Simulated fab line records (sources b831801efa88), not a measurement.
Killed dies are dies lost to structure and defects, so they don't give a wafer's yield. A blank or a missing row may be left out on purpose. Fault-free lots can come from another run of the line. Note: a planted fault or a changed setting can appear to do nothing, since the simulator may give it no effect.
A lot that was struck, set against a sound lot -- flow sky130 -- 43 steps out of a route of 708
Sound: these wafers, L603.1, L603.2, L603.5. The struck wafers were L611.1, L611.4, L611.6. The cause is named last.
Order at every step that has rows: each side's tool, ch and its chambers, its first start. Under that, the readings that differ: sound wafers -- struck wafers -- difference of the means -- sigmas: that difference in standard deviations of wafers without a fault.
alike: same words and numbers on both sides, and readings whose means sit less than 2 such deviations apart. not compared: any withheld reading, any reading some wafer has no value for, any bound like >300 that may hide the same value, and any number with overlapping values for which the record gives no deviation.
A row with sigmas, a row that says differs or no value, or rows on one side alone: a step with any of these is where the two part. Numbers that don't overlap but have no deviation are shown without sigmas and don't part them. A reading that every wafer of one side lacks parts them only if that side has two wafers or more.

SKY_LDD_HVN_OVL_MEAS_07:
  sound: overlay-02 at day 20 11:42; struck: overlay-02 at day 23 11:29
reading,sound,struck,difference,sigmas
LDD_HVN_OVL (nm),-3.0 -2.7 -3.6,2.1 1.3 2.7,+5.1,+4
after that, 1 step had no rows for these wafers: SKY_LDD_HVN_IMPLANT_08.
SKY_LDD_HVN_STRIP_09: strips in O2/N2.
  sound on plasmaAsher-01 ch 0,1, day 20 11:53; struck on plasmaAsher-03 ch 0,1, day 23 11:40
reading,sound,struck,difference,sigmas
drypumpMotorCurrentA (A),6.1 5.9 6.1,5.2 5.3 5.3,-0.8,-2
stripTimeToEndpointS (s),4.150 4.144 4.137,4.114 4.085 4.098,-0.045,-3
  alike: oesProductAu
  not compared: rfHoursCounterH
SKY_LDD_HVN_TW_MEAS_10:
  sound: filmMetro-02 at day 20 11:59; struck: filmMetro-04 at day 23 11:46
reading,sound,struck,difference,sigmas
LDD_HVN_TW,1435 1434 1435,1459 1452 1452,+20,+3
then, 7 steps without rows for these wafers: SKY_LDD_HVP_DEHYDRATE_00 (time 60 s); SKY_LDD_HVP_HMDS_01 (prime time 60 s); SKY_LDD_HVP_COAT_02 (resist thk 300 nm); SKY_LDD_HVP_SOFTBAKE_03 (time 60 s); SKY_LDD_HVP_EXPOSE_04 (exposes mask HVPTM, target cd 700 nm); SKY_LDD_HVP_PEB_05; SKY_LDD_HVP_DEVELOP_06 (develop time 60 s).
SKY_LDD_HVP_OVL_MEAS_07:
  sound: overlay-02 at day 21 18:51; struck: overlay-01 at day 24 17:56
  alike: LDD_HVP_OVL
SKY_LDD_HVP_IMPLANT_08:
  sound on implanter-02 ch 0, day 21 18:53; struck on implanter-03 ch 0, day 24 17:58
SKY_LDD_HVP_STRIP_09: strips in O2/N2.
  sound on plasmaAsher-03 ch 0,1, day 21 19:02; struck on plasmaAsher-03 ch 0,1, day 24 18:07
  alike: drypumpMotorCurrentA, oesProductAu, stripTimeToEndpointS
  not compared: rfHoursCounterH
SKY_LDD_HVP_TW_MEAS_10:
  sound: filmMetro-02 at day 21 19:08; struck: filmMetro-03 at day 24 18:13
  alike: LDD_HVP_TW
then, 7 steps without rows for these wafers: SKY_LDD_LDN_DEHYDRATE_00 (time 60 s); SKY_LDD_LDN_HMDS_01 (prime time 60 s); SKY_LDD_LDN_COAT_02 (resist thk 1140 nm); SKY_LDD_LDN_SOFTBAKE_03 (time 60 s); SKY_LDD_LDN_EXPOSE_04 (exposes mask LDNTM, target cd 700 nm); SKY_LDD_LDN_PEB_05; SKY_LDD_LDN_DEVELOP_06 (develop time 60 s).
SKY_LDD_LDN_OVL_MEAS_07:
  sound: overlay-02 at day 23 01:53; struck: overlay-02 at day 26 00:15
reading,sound,struck,difference,sigmas
LDD_LDN_OVL (nm),1.2 0.4 0.8,4.3 2.5 3.6,+2.7,+2
then, 4 steps without rows for these wafers: SKY_LDD_LDN_IMPLANT_08; SKY_LDD_LDN_IMPLANT_09; SKY_LDD_LDN_IMPLANT_10; SKY_LDD_LDN_IMPLANT_11.
SKY_LDD_LDN_STRIP_12: strips in O2/N2.
  sound on plasmaAsher-01 ch 0,1, day 23 02:31; struck on plasmaAsher-01 ch 0, day 26 00:53
reading,sound,struck,difference,sigmas
stripTimeToEndpointS (s),14.10 14.10 14.10,14.17 14.18 14.19,+0.08,+2
  alike: drypumpMotorCurrentA, oesProductAu
  not compared: rfHoursCounterH
SKY_LDD_LDN_TW_MEAS_13:
  sound: filmMetro-04 at day 23 02:37; struck: filmMetro-04 at day 26 00:59
  alike: LDD_LDN_TW
then, 2 steps without rows for these wafers: SKY_LDD_LDN_CLEAN_14 (cleans in SC1/SC2, time 150 s); SKY_SPACER_CVD_00 (deposits Si3N4 from DCS/NH3, target thk 43.1 nm, time 740 s).
SKY_SPACER_THK_MEAS_01:
  sound: filmMetro-03 at day 23 03:56; struck: filmMetro-01 at day 26 03:53
  alike: SPACER_CVD_00_THK
SKY_SPACER_ETCHBACK_02: etches Si3N4 in CH3F/O2, stops on SiO2, time 46.7 s, target depth 45 nm.
  sound on rieDiel-02 ch 1,2, day 23 04:00; struck on rieDiel-02 ch 0,1,2, day 26 03:57
reading,sound,struck,difference,sigmas
throttleValvePct (%),10.558 10.571 10.572,10.548 10.541 10.553,-0.020,-2
  alike: drypumpMotorCurrentA, oesProductAu
  not compared: rfHoursCounterH
then, 8 steps without rows for these wafers: SKY_POLY_CUT_DEHYDRATE_00 (time 60 s); SKY_POLY_CUT_HMDS_01 (prime time 60 s); SKY_POLY_CUT_COAT_02 (resist thk 60 nm); SKY_POLY_CUT_COAT_03 (resist thk 450 nm); SKY_POLY_CUT_SOFTBAKE_04 (time 90 s); SKY_POLY_CUT_EXPOSE_05 (exposes mask NPCM, target cd 270 nm); SKY_POLY_CUT_PEB_06; SKY_POLY_CUT_DEVELOP_07 (develop time 60 s).
SKY_POLY_CUT_CD_MEAS_08: target cd 270 nm.
  sound: cdSem-01 at day 24 11:05; struck: cdSem-02 at day 27 09:05
  alike: cdNm
-- a jump in the record: the struck wafers' starts before and after are 21 days apart (it breaks off in module POLY_CUT and resumes in module PAD_OPEN, where the first step shown is number 708 of the route) --
SKY_PAD_OPEN_PROBE_99:
  sound: prober-02 at day 46 00:03; struck: prober-01 at day 47 23:47
reading,sound,struck,difference,sigmas
model.etest.tip_p_5v.rsOhmSqRange,107.3 43.77 77.82,198.4 226.3 338.6,+178.1,
  alike: killed_at_M0_to_M3, killed_at_M4_up, killedAtContacts, killedAtFrontEnd, killedAtOther, killedDies, killedOpen, killedShort

== WHERE THEY PART ==
Last at SKY_SPACER_ETCHBACK_02 as far as this record goes, first at SKY_LDD_HVN_OVL_MEAS_07. Later steps at which nothing parts them and some readings are alike: SKY_POLY_CUT_CD_MEAS_08, SKY_PAD_OPEN_PROBE_99.

WHY: what the simulator had put in
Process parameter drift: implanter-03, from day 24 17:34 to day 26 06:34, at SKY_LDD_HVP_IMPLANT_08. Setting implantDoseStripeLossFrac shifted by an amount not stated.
